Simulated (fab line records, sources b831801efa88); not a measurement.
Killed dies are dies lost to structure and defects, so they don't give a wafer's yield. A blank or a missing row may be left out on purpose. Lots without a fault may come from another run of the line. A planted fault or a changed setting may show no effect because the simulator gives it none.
Which tool did it? | flow gf180mcu | 14 lots, 42 wafers sampled, at 2 steps of a route of 602

WHAT THE GAUGES READ, wafer by wafer
GF_V2_CD_MEAS_14: target cd 260 nm.
lot  | measured     | on        | cd_nm (nm)
L377 | day 20 23:41 | cd_sem-02 | 260.6 260.7 258.9
L378 | day 21 00:20 | cd_sem-02 | 260.7 262.5 262.0
L379 | day 21 12:14 | cd_sem-01 | 260.1 261.5 260.7
L380 | day 21 18:45 | cd_sem-02 | 261.0 262.1 261.6
L381 | day 21 23:41 | cd_sem-01 | 259.0 259.7 260.5
L382 | day 22 01:50 | cd_sem-01 | 259.1 259.6 260.0
L385 | day 23 11:19 | cd_sem-01 | 257.4 259.5 258.9
L386 | day 24 05:38 | cd_sem-01 | 259.1 260.5 260.1
L387 | day 24 07:51 | cd_sem-02 | 260.4 259.6 260.3
L393 | day 25 20:46 | cd_sem-02 | 261.1 261.9 260.5
L395 | day 26 10:37 | cd_sem-01 | 261.6 260.6 260.8
L398 | day 27 11:32 | cd_sem-01 | 259.9 261.4 260.8
L399 | day 27 18:46 | cd_sem-01 | 261.6 262.3 262.4
L400 | day 27 23:38 | cd_sem-02 | 258.5 259.4 259.4

WHICH TOOL RAN EACH LOT (tool, then ch and the chambers of the sampled wafers, then the start)
lot  | GF_VT_IMPLANT_DEVELOP_28
L377 | litho_track-03 ch 0, day 7 07:49
L378 | litho_track-02 ch 0, day 7 08:05
L379 | litho_track-04 ch 0, day 7 15:59
L380 | litho_track-03 ch 0, day 7 22:39
L381 | litho_track-03 ch 0, day 8 02:07
L382 | litho_track-02 ch 0, day 8 05:50
L385 | litho_track-03 ch 0, day 9 03:46
L386 | litho_track-03 ch 0, day 9 15:13
L387 | litho_track-03 ch 0, day 9 15:54
L393 | litho_track-04 ch 0, day 11 02:55
L395 | litho_track-02 ch 0, day 11 17:50
L398 | litho_track-04 ch 0, day 12 15:10
L399 | litho_track-04 ch 0, day 12 22:50
L400 | litho_track-02 ch 0, day 13 04:14
- GF_VT_IMPLANT_DEVELOP_28: develop time 60 s.

WHAT THE TOOLS THEMSELVES READ (means of the sampled wafers that have a number; where no wafer has one, the mark that the record gives instead)
GF_VT_IMPLANT_DEVELOP_28.
lot  | tool           | developer_temp_C (C)
L377 | litho_track-03 | 23.04
L378 | litho_track-02 | 22.93
L379 | litho_track-04 | 23.07
L380 | litho_track-03 | 23.05
L381 | litho_track-03 | 23.07
L382 | litho_track-02 | 22.92
L385 | litho_track-03 | 23.13
L386 | litho_track-03 | 22.02
L387 | litho_track-03 | 22.10
L393 | litho_track-04 | 23.09
L395 | litho_track-02 | 22.90
L398 | litho_track-04 | 22.95
L399 | litho_track-04 | 22.95
L400 | litho_track-02 | 23.06

THE ANSWER, worked out from the rows above alone
Rule: what is usual is taken from the lots themselves. Put in order of their means at a reading, lots are off if they are a third of the lots or fewer, leave a main group of 4 or more, and stand apart from it by a gap of 3 or more times the standard deviation of the main group's means; of several such gaps the widest counts. A main group whose means are all the same, to the digits that the tables above print for the reading, isn't used. A lot without any number at a reading at which 4 lots or more have one is off too. The other lots that the step has rows for count as sound. The gauges are gone through in route order, then the tools' own readings, and for those a lot's mean is taken as printed above. The first step at which some lot is off is used, and at that step the reading that is off furthest; a lot without a number counts as furthest.
Off: L386, L387, at GF_VT_IMPLANT_DEVELOP_28 (developer_temp_C). The main group: mean 23.01 C, standard deviation 0.075.
A tool fits if, at that step or a process step before it, it ran every lot that is off, and no sound lot after the first of them. One fits: litho_track-03 at GF_VT_IMPLANT_DEVELOP_28. Its last sound lot is L385 (day 9 03:46), its first lot that is off L386 (day 9 15:13): a fault that began between those two fits.
The tool's own readings at GF_VT_IMPLANT_DEVELOP_28 bear it out: on the lots that are off they differ by more than 5 times the standard deviation of the sound lots' means. developer_temp_C reads 22.06 C there against 23.01 C on the sound lots.

WHAT THE SIMULATOR HAD PUT IN
Process parameter drift: litho_track-03, from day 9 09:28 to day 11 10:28, at GF_VT_IMPLANT_DEVELOP_28. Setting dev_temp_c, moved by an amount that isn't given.
Lots struck among those shown: L386, L387. The rule above found the same.
